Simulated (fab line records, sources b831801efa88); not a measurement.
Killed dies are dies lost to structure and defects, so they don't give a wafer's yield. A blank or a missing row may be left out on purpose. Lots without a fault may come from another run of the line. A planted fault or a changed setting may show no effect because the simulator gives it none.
Chamber matching | flow sky130 | SKY_CAPM_CVD_00 on pecvd-02: 3 sister chambers
The step deposits SiO2, target thk 15.5 nm. 20 wafers are shown with their chamber, then 10 later ones without.

WAFERS WITH THEIR CHAMBER
wafer  | chamber | heater_power_w (W)
L076.1 | 2       | 695
L076.2 | 1       | 720
L076.3 | 0       | 629
L076.4 | 1       | 716
L076.5 | 2       | 707
L076.6 | 0       | 658
L078.1 | 0       | 716
L078.2 | 2       | 796
L078.3 | 1       | 702
L084.1 | 2       | 668
L084.4 | 1       | 607
L084.6 | 2       | 670
L086.1 | 2       | 722
L086.3 | 0       | 626
L086.5 | 1       | 698
L092.2 | 1       | 622
L092.4 | 1       | 645
L092.5 | 2       | 782
L091.2 | 0       | 606
L091.4 | 2       | 789

SIGNATURES (means of the wafers above)
reading        | chamber 0 | chamber 1 | chamber 2 | scatter within a chamber
heater_power_w | 647.00    | 672.86    | 728.62    | 48.7
Rule: a wafer's distance from a chamber is the root of the sum, over the readings, of the square of ((its reading less the chamber's mean) divided by the reading's scatter). The wafer belongs to the nearest chamber; if the next one is less than 2 further off, it can't be placed. The scatter: the root of (the sum of the squares of (reading less its chamber's mean) over the shown wafers, divided by (wafers less chambers)).

WAFERS WITHOUT THEIR CHAMBER
wafer  | heater_power_w (W)
L091.5 | 621
L096.1 | 774
L096.2 | 683
L096.5 | 679
L097.1 | 733
L097.2 | 695
L097.3 | 730
L097.4 | 742
L097.5 | 739
L097.6 | 705

WHICH CHAMBER EACH WENT THROUGH
wafer  | from the rows above          | in truth
L091.5 | can't be placed: 0 or 1 or 2 | 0
L096.1 | can't be placed: 2 or 1 or 0 | 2
L096.2 | can't be placed: 1 or 0 or 2 | 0
L096.5 | can't be placed: 1 or 0 or 2 | 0
L097.1 | can't be placed: 2 or 1 or 0 | 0
L097.2 | can't be placed: 1 or 2 or 0 | 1
L097.3 | can't be placed: 2 or 1 or 0 | 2
L097.4 | can't be placed: 2 or 1 or 0 | 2
L097.5 | can't be placed: 2 or 1 or 0 | 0
L097.6 | can't be placed: 2 or 1 or 0 | 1
Placed correctly: 0 of 10. Can't be placed from these rows: 10 (the true chamber is among the candidates in 10). Placed wrongly: 0.
